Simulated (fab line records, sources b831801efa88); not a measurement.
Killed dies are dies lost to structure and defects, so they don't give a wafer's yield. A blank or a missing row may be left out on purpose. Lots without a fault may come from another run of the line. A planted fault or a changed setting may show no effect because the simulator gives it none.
Chamber matching | flow gf180mcu | GF_V2_CMP_04 on cmp-02: 4 sister chambers
The step polishes SiO2. 18 wafers are shown with their chamber, then 9 later ones without.

WAFERS WITH THEIR CHAMBER
wafer  | chamber | motor_current_A (A) | time_to_endpoint_s (s)
L158.1 | 2       | 9.4                 | 75
L158.2 | 3       | 10.7                | 86
L158.6 | 2       | 9.4                 | 89
L159.2 | 2       | 10.1                | 76
L159.3 | 1       | 12.7                | 84
L159.4 | 0       | 13.5                | 83
L161.1 | 1       | 13.4                | 79
L161.2 | 0       | 13.4                | 73
L161.3 | 3       | 10.2                | 85
L163.2 | 0       | 13.0                | 81
L163.4 | 1       | 12.8                | 86
L163.6 | 1       | 12.8                | 82
L167.2 | 1       | 13.6                | 75
L167.3 | 2       | 9.7                 | 86
L167.4 | 0       | 13.1                | 91
L168.3 | 2       | 9.6                 | 82
L168.5 | 0       | 13.2                | 84
L168.6 | 1       | 12.7                | 86

SIGNATURES (means of the wafers above)
reading            | chamber 0 | chamber 1 | chamber 2 | chamber 3 | scatter within a chamber
motor_current_A    | 13.240    | 13.000    | 9.640     | 10.450    | 0.317
time_to_endpoint_s | 82.40     | 82.00     | 81.60     | 85.50     | 5.42
Rule: a wafer's distance from a chamber is the root of the sum, over the readings, of the square of ((its reading less the chamber's mean) divided by the reading's scatter). The wafer belongs to the nearest chamber; if the next one is less than 2 further off, it can't be placed. The scatter: the root of (the sum of the squares of (reading less its chamber's mean) over the shown wafers, divided by (wafers less chambers)).

WAFERS WITHOUT THEIR CHAMBER
wafer  | motor_current_A (A) | time_to_endpoint_s (s)
L178.3 | 10.2                | 76
L178.4 | 12.9                | 79
L178.6 | 13.3                | 80
L179.1 | 13.7                | 64
L179.2 | 9.8                 | 69
L179.3 | 13.6                | 72
L181.2 | 13.0                | 68
L181.4 | 10.2                | 84
L181.6 | 10.0                | 84

WHICH CHAMBER EACH WENT THROUGH
wafer  | from the rows above     | in truth
L178.3 | can't be placed: 3 or 2 | 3
L178.4 | can't be placed: 1 or 0 | 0
L178.6 | can't be placed: 0 or 1 | 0
L179.1 | can't be placed: 0 or 1 | 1
L179.2 | can't be placed: 2 or 3 | 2
L179.3 | can't be placed: 0 or 1 | 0
L181.2 | can't be placed: 1 or 0 | 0
L181.4 | can't be placed: 3 or 2 | 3
L181.6 | can't be placed: 2 or 3 | 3
Placed correctly: 0 of 9. Can't be placed from these rows: 9 (the true chamber is among the candidates in 9). Placed wrongly: 0.
